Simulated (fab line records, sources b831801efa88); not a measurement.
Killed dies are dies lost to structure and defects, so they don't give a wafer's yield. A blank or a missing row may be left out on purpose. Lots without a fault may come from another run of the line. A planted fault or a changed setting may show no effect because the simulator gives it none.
Chamber matching | flow gf180mcu | GF_PSD_CLEAN_12 on wet_bench-03: 4 sister chambers
The step cleans in SC1/SC2, time 150 s. 8 wafers are shown with their chamber, then 7 later ones without.

WAFERS WITH THEIR CHAMBER
wafer  | chamber | bath_heat_duty_pct (%) | bath_guard_temp_C (C)
L567.3 | 3       | 10.8                   | 69.4
L567.4 | 3       | 10.6                   | 69.9
L570.4 | 1       | 15.1                   | 68.7
L570.6 | 1       | 13.3                   | 68.7
L571.2 | 2       | 11.1                   | 69.5
L571.4 | 2       | 11.7                   | 70.0
L572.1 | 0       | 11.3                   | 69.6
L572.3 | 0       | 10.5                   | 69.4

WAFERS WITHOUT THEIR CHAMBER
wafer  | bath_heat_duty_pct (%) | bath_guard_temp_C (C)
L572.4 | 11.2                   | 69.3
L575.3 | 14.3                   | 68.6
L575.5 | 13.7                   | 68.8
L575.6 | 14.5                   | 69.0
L576.1 | 10.9                   | 69.2
L576.2 | 10.7                   | 69.5
L576.4 | 11.0                   | 69.4

WHICH CHAMBER EACH WENT THROUGH
wafer  | from the rows above          | in truth
L572.4 | can't be placed: 0 or 3 or 2 | 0
L575.3 | 1                            | 1
L575.5 | 1                            | 1
L575.6 | 1                            | 1
L576.1 | can't be placed: 0 or 3 or 2 | 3
L576.2 | can't be placed: 0 or 3 or 2 | 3
L576.4 | can't be placed: 0 or 3 or 2 | 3
Placed correctly: 3 of 7. Can't be placed from these rows: 4 (the true chamber is among the candidates in 4). Placed wrongly: 0.
How it was worked out, from the rows above alone: a wafer's distance from a chamber is the root of the sum, over the readings, of the square of ((its reading less the chamber's mean) divided by the reading's scatter). The wafer belongs to the nearest chamber; if the next one is less than 2 further off, it can't be placed. A chamber's mean is the mean of its shown wafers. The scatter: the root of (the sum of the squares of (reading less its chamber's mean) over the shown wafers, divided by (wafers less chambers)).
